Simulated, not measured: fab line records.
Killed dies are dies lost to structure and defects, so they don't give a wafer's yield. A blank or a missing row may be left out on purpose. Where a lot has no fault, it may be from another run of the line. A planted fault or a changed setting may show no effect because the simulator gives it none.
Chamber matching | flow gf180mcu | GF_CONTACT_CMP_04 on cmp-01 has 4 sister chambers
The step polishes SiO2. 8 wafers are shown with their chamber, then 10 later ones without.

WAFERS WITH THEIR CHAMBER
wafer  | chamber | motor-current-A (A) | time-to-endpoint-s (s)
L374.3 | 0       | 11.7                | 117
L375.1 | 0       | 11.7                | 112
L375.4 | 3       | 12.3                | 115
L375.6 | 2       | 11.7                | 114
L377.5 | 1       | 12.2                | 113
L377.6 | 2       | 12.7                | 117
L378.1 | 1       | 12.5                | 115
L378.3 | 3       | 11.9                | 118

WAFERS MISSING THEIR CHAMBER
wafer  | motor-current-A (A) | time-to-endpoint-s (s)
L378.5 | 11.8                | 123
L382.1 | 11.5                | 100
L382.4 | 11.7                | 116
L382.6 | 11.5                | 116
L387.2 | 12.0                | 119
L387.5 | 12.4                | 116
L387.6 | 11.7                | 127
L390.1 | 11.4                | 112
L390.2 | 13.2                | 105
L390.6 | 12.3                | 116

EACH ONE'S CHAMBER
wafer  | from the rows above               | in truth
L378.5 | can't be placed: 3 or 2 or 0 or 1 | 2
L382.1 | can't be placed: 0 or 1 or 2 or 3 | 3
L382.4 | can't be placed: 0 or 3 or 2 or 1 | 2
L382.6 | can't be placed: 0 or 3 or 2 or 1 | 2
L387.2 | can't be placed: 3 or 2 or 0 or 1 | 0
L387.5 | can't be placed: 2 or 3 or 1 or 0 | 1
L387.6 | can't be placed: 3 or 2 or 0 or 1 | 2
L390.1 | can't be placed: 0 or 2 or 1 or 3 | 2
L390.2 | can't be placed: 1 or 2 or 0 or 3 | 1
L390.6 | can't be placed: 2 or 3 or 1 or 0 | 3
Correct placement for 0 of the 10. Not placeable from these rows: 10 (in 10, the candidates include the true chamber). 0 placed wrongly.
How it was worked out, from the rows above alone: a wafer's distance from a chamber is the root of the sum, over the readings, of the square of ((its reading less the chamber's mean) divided by the reading's scatter). If the next closest chamber is less than 2 further off than the closest, the wafer can't be placed; otherwise it belongs to the closest. A chamber's mean is the mean of its shown wafers. The scatter is the square root of a quotient: the sum, over the shown wafers, of each reading's squared deviation from its chamber's mean, divided by wafers minus chambers.
